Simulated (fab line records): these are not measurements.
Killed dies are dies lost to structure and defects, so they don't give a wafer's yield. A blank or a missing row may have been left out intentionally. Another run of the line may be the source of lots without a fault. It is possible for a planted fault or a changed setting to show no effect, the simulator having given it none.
2 desks looking at one fault	flow gf180mcu	only its own numbers are on each desk; what lay behind them is given at the end

## THE METROLOGY DESK
Means of the sampled wafers that have a number, per lot and without regard to the tool the lot ran on: this is what the gauges read. If a lot's mean is further than 4 standard deviations from the usual mean, the lot is out of limits and carries the mark OUT (the distance appears in the brackets).
Columns: A = HV_LDD_2_TW at GF_HV_LDD_TW_MEAS_23, usual 1054; B = cd_nm at GF_HV_LDD_CD_MEAS_31, usual 400.5 nm; C = HV_LDD_02_OVL at GF_HV_LDD_OVL_MEAS_32, usual -0.6 nm
lot	first seen here	A	B	C
L417	day 10 19:42	1055	401.6	-0.1
L418	day 11 03:20	1055	401.9	-0.5
L429	day 14 16:42	1054	398.5	-0.2
L431	day 15 04:38	1055	400.7	-0.2
L433	day 15 20:11	1060	398.0	-1.0
L438	day 17 07:35	1047	403.1	-2.8
This desk's verdict: no lot among the 6 shows anything out of limits.

## DESK OF THE TOOL OWNER: implanter-03
GF_HV_LDD_IMPLANT_35, tool's own readings: per-lot mean of the sampled wafers with a number, covering each lot this tool ran. If a lot's mean is further than 4 standard deviations from the usual mean, the lot is out of limits and carries the mark OUT (the distance appears in the brackets).
Columns: A = rotation_deg at GF_HV_LDD_IMPLANT_35, usual 180.00 degrees
lot	first seen here	A
L418	day 11 21:58	180.02
L429	day 15 14:19	281.78 (+99 or more) OUT
L431	day 16 02:58	281.82 (+99 or more) OUT
This desk finds L429, L431 out of limits, L429 being first, at day 15 14:19 (rotation_deg at GF_HV_LDD_IMPLANT_35). Within limits: L418.

## PUT TOGETHER
The tool owner's desk had the chance to raise an alarm at day 15 14:19 on L429, L431.
Metrology desk: nothing out of limits seen.
The metrology desk holds a record of L429, L431, inside its limits.
Every lot named ran GF_HV_LDD_IMPLANT_35 on implanter-03.

## WHAT THE SIMULATOR HAD PUT IN
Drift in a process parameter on implanter-03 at GF_HV_LDD_IMPLANT_35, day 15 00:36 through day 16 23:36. Setting rotation_deg shifted by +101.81 from 180. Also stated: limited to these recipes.
Shown lots that were struck: L429, L431.
How many hours passed from the start of the fault until each desk's first out-of-limits reading: the tool owner's desk, 14.
